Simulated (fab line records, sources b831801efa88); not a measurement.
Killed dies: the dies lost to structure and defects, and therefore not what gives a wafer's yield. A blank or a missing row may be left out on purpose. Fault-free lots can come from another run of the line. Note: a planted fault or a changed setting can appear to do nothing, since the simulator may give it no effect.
Split-lot trial -- flow sfqLine -- route with 325 steps; 5 lots, 23 wafers read

ON THE SPLIT
At SFQ_TRILAYER_I7_VIA_LITHO_COAT_192 (resist thk 62 nm), the setting spinRpm was moved away from the recipe's 3000 rpm on 9 of the 23 wafers read, by -2.3% to +6.7%. The other wafers ran this setting at the recipe's value.

The reading comes from the split's own step.

THE READING
BARC_of_TRILAYER_I7_VIA_LITHO_COAT_192.thkNm (the simulator's own value, which no gauge read), in nm, at SFQ_TRILAYER_I7_VIA_LITHO_COAT_192 (resist thk 62 nm). There is no usual value for it anywhere in the file. Here, 14 wafers ran the recipe; their average is 61.91 nm with a standard deviation of 0.18 nm.

wafer,"tool, chamber at the split","spinRpm as run, rpm",against the recipe,"BARC_of_TRILAYER_I7_VIA_LITHO_COAT_192.thkNm, nm",against lot-mates on the recipe
L079.2,"lithoTrack-02, 0",3000,recipe,61.94,-
L079.3,"lithoTrack-02, 0",3000,recipe,62.05,-
L079.4,"lithoTrack-02, 0",3201,+6.7%,60.05,-1.92
L079.5,"lithoTrack-02, 0",3201,+6.7%,59.96,-2.01
L079.6,"lithoTrack-02, 0",3000,recipe,61.92,-
L081.3,"lithoTrack-02, 0",3000,recipe,61.97,-
L081.5,"lithoTrack-02, 0",3000,recipe,62.2,-
L081.6,"lithoTrack-02, 0",3000,recipe,62.18,-
L083.1,"lithoTrack-02, 0",3000,recipe,61.85,-
L083.2,"lithoTrack-02, 0",3000,recipe,61.83,-
L083.4,"lithoTrack-02, 0",3000,recipe,61.99,-
L083.5,"lithoTrack-02, 0",2941,-2.0%,62.55,+0.66
L083.6,"lithoTrack-02, 0",2941,-2.0%,62.46,+0.57
L084.1,"lithoTrack-03, 0",2931,-2.3%,62.61,+0.71
L084.2,"lithoTrack-03, 0",3000,recipe,61.94,-
L084.3,"lithoTrack-03, 0",3000,recipe,61.79,-
L084.4,"lithoTrack-03, 0",2931,-2.3%,62.59,+0.69
L084.6,"lithoTrack-03, 0",3000,recipe,61.98,-
L085.1,"lithoTrack-03, 0",3081,+2.7%,60.77,-0.80
L085.2,"lithoTrack-03, 0",3081,+2.7%,60.64,-0.94
L085.3,"lithoTrack-03, 0",3000,recipe,61.44,-
L085.4,"lithoTrack-03, 0",3000,recipe,61.71,-
L085.5,"lithoTrack-03, 0",3081,+2.7%,60.61,-0.97

FIT RESULTS
A straight line over all 23 wafers: BARC_of_TRILAYER_I7_VIA_LITHO_COAT_192.thkNm changes by -0.312 nm for each +1% of spinRpm; r = -0.96; the points scatter about the line by 0.22 nm.
The same after taking each lot's own level away (the mean of its wafers on the recipe; 23 wafers): -0.302 nm for each +1%; r = -0.99; scatter 0.089 nm.
That fit puts the effect of the largest move of spinRpm on the reading at 2 nm.
Across the lots, their own levels run from 61.575 to 62.117 nm, a range of 2.9 times the standard deviation given above.
So the lot-to-lot level changes the slope little: the two slopes agree.
Check: with one of the wafers moved furthest among these (+6.7%) left out of the fit, the line predicts -2.08 nm for it against its lot-mates. Against them it came out at -1.92 nm.

OTHER SPLITS APPLIED TO THESE WAFERS
These wafers also went through other splits before the reading. Each is held against what the fit with the lots' levels taken away leaves over:
other split on the same wafers,wafers away from the commonest value,r with BARC_of_TRILAYER_I7_VIA_LITHO_COAT_192.thkNm (lot level and that fit taken away)
SFQ_TRILAYER_M7_LITHO_PEB_180 pebTempC,6,-0.04
SFQ_TRILAYER_I7_CMP_CMP_184 downForcePsi,9,-0.23

FILE'S OWN FIT
BARC_of_TRILAYER_I7_VIA_LITHO_COAT_192.thkNm changes by -0.3 nm for each +1% of spinRpm, r = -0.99.
